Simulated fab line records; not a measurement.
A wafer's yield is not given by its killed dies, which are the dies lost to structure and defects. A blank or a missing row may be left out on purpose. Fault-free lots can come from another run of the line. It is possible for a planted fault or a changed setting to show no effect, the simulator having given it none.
8D (eight disciplines) problem report, filled in by code || flow sky130 || the parts of the form that need people (team, actions taken, sign-off) are left out

1. PROBLEM STATEMENT
PASSIVATION_CVD_02_THK at SKY_PASSIVATION_THK_MEAS_03 reads a mean of 671 nm on 1 wafer of 1 lot; wafers without a fault read 539 nm with a standard deviation of 6.6. That puts it +20 standard deviations away from the usual mean.
Earliest sighting: wafer L440.3 on film-metro-03 at day 47 22:11. Wafers with a number at this step in the record: 33, from 11 lots. The rule behind "out" and "out of limits": a value lying over 4 standard deviations away from the usual mean. The rest of the wafers with a number are treated as sound.

2. WHAT IT IS, WHAT IT ISN'T
{"question": "which readings at this step", "is": "PASSIVATION_CVD_02_THK", "is not": "-"}
{"question": "which lots", "is": "L440", "is not": "L429, L430, L431, L432, L434, L443, L444, L445, L446, L447"}
{"question": "which wafers of those lots", "is": "L440.3", "is not": "L440.5, L440.6"}
{"question": "read on which gauges", "is": "film-metro-03", "is not": "film-metro-01, film-metro-02"}
{"question": "when", "is": "from day 47 22:11", "is not": "up to then (17 sound wafers); but 15 sound wafers of L443, L444, L445, L446, L447 came after"}

3. SUSPECTS, AND WHAT RULES EACH OUT
Counting: a tool at a process step up to the reading stays a suspect if it ran every lot that is out. Sound lots after the first of them don't rule it out here, since some wafers of a struck lot are sound.
- the gauge at SKY_PASSIVATION_THK_MEAS_03 is ruled out. All the wafers that are out were read on film-metro-03, but those of them that SKY_PASSIVATION_ETCH_11 has rows for are out there too, on other tools.
- pecvd-02 at SKY_PASSIVATION_CVD_02 (deposits Si3N4, target thk 540 nm): kept. The lot that is out, L440, ran on it at day 47 21:56; the last sound lot it ran before that was L434, at day 45 18:42.
- In pecvd-02 at SKY_PASSIVATION_CVD_02, the wafers that are out were processed in chamber 0 and their sound lot-mates in chambers 1, 2.
The count leaves pecvd-02 at SKY_PASSIVATION_CVD_02.

4. THE CAUSE (what the simulator had put in)
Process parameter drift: pecvd-02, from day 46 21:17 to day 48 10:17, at SKY_PASSIVATION_CVD_02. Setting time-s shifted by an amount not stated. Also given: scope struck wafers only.
This tool alone remained once counting was done.

5. THE EFFECT CHAIN, in route order
Each row: a reading whose mean over the struck wafers that have a number lies more than 3 standard deviations from the usual. Only readings for which the record gives a usual standard deviation are gone through. hours: the time from each lot's start at the first step in this table that gives one to its start at this step, as a median over the lots. sigmas: the change in usual standard deviations.
{"hours": 0, "step": "SKY_PASSIVATION_THK_MEAS_03", "reading": "PASSIVATION_CVD_02_THK", "usual": "539 nm", "on struck wafers": 671, "change": "+132", "sigmas": "+20"}
{"hours": 19, "step": "SKY_PASSIVATION_ETCH_11", "reading": "oes-product-au", "usual": "0.978 a.u.", "on struck wafers": 0.951, "change": -0.027, "sigmas": -4.1}
Its process steps:
- SKY_PASSIVATION_ETCH_11: etches the open film in CF4/O2, stops on AlCu, target depth 725 nm, time 161.1 s.

6. WHAT WOULD HAVE CAUGHT IT SOONER
Counted from the fault's start at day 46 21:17, it took 25 hours until the first out-of-limits reading at a measuring or inspecting step in this record, taken at day 47 22:11.
No tool reading at SKY_PASSIVATION_CVD_02 that has a usual standard deviation in the record was out on any struck wafer, so an alarm limit of 4 standard deviations on those readings would not have fired.
All the lots that are out (1) had begun SKY_PASSIVATION_CVD_02 on pecvd-02 by day 47 22:11. Holding the tool at that point would not have protected any of them.
